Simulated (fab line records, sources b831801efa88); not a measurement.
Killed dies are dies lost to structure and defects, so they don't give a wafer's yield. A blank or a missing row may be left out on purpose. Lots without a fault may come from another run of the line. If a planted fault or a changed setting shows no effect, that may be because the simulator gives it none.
8D (eight disciplines) problem report, filled in by code | flow sky130 | the parts of the form that need people (team, actions taken, sign-off) are left out

## 1. WHAT WENT WRONG
Mean VT_ADJUST_HVTR_OVL at SKY_VT_ADJUST_HVTR_OVL_MEAS_08: 118.5 nm over 12 wafers in 4 lots; fault-free wafers: 0.0 nm, standard deviation 1.6. That is +74 standard deviations from the usual mean.
Earliest sighting: wafer L314.2 on overlay-01 at day 11 20:19. Wafers with a number at this step in the record: 39, from 13 lots. The rule behind "out" and "out of limits": a value lying over 4 standard deviations away from the usual mean. The rest of the wafers with a number are treated as sound.

## 2. WHAT IT IS, WHAT IT ISN'T
question                    | is                     | is not
which readings at this step | VT_ADJUST_HVTR_OVL     | -
which lots                  | L314, L315, L316, L317 | L308, L309, L310, L311, L312, L313, L323, L324, L328
which wafers of those lots  | all that have a number | -
read on which gauges        | overlay-01             | overlay-02
when                        | from day 11 20:19      | up to then (18 sound wafers); but 9 sound wafers of L323, L324, L328 came after

## 3. SUSPECTS, AND WHAT RULES EACH OUT
Counting: a tool at a process step up to the reading stays a suspect if it ran every lot that is out and no sound lot after the first of them.
- the gauge at SKY_VT_ADJUST_HVTR_OVL_MEAS_08: kept. All the wafers that are out were read on overlay-01, and no step on other tools shows them out.
- iline-stepper-01 at SKY_VT_ADJUST_HVTR_EXPOSE_04 (exposes mask HVTRM, target cd 380 nm): kept. It ran every lot that is out, first L314 (day 11 08:49), and no sound lot after that; its last sound lot up to then is L313 (day 11 01:10).
Remaining after the count are iline-stepper-01 at SKY_VT_ADJUST_HVTR_EXPOSE_04 and overlay-01 at SKY_VT_ADJUST_HVTR_OVL_MEAS_08.

## 4. THE CAUSE (what the simulator had put in)
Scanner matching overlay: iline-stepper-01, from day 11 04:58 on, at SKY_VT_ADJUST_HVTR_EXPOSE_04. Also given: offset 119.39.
Of the 2 suspects that counting leaves, this tool is one.

## 5. THE EFFECT CHAIN, in route order
Each row: a reading whose mean over the struck wafers that have a number lies more than 3 standard deviations from the usual. Only readings whose record carries a usual standard deviation are examined. hours: median over the lots of the time between each lot's start at the first step of this table that gives one and its start at this step. sigmas: the change, counted in usual standard deviations.
hours | step                           | reading            | usual  | on struck wafers | change | sigmas
0     | SKY_VT_ADJUST_HVTR_OVL_MEAS_08 | VT_ADJUST_HVTR_OVL | 0.0 nm | 118.5            | +118.5 | +74
At these later measuring or inspecting steps, every struck wafer for which the step has a row has a number for every such reading, and none has moved that far: SKY_POLY_GATE_THK_MEAS_01.

## 6. WHAT WOULD HAVE CAUGHT IT SOONER
The first out-of-limits reading at a measuring or inspecting step in this record came at day 11 20:19, 15 hours after the fault's start at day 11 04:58.
L316, L317, from the lots that are out (4), started SKY_VT_ADJUST_HVTR_EXPOSE_04 on iline-stepper-01 later than day 11 20:19. A hold on the tool at that time would have spared those 2.
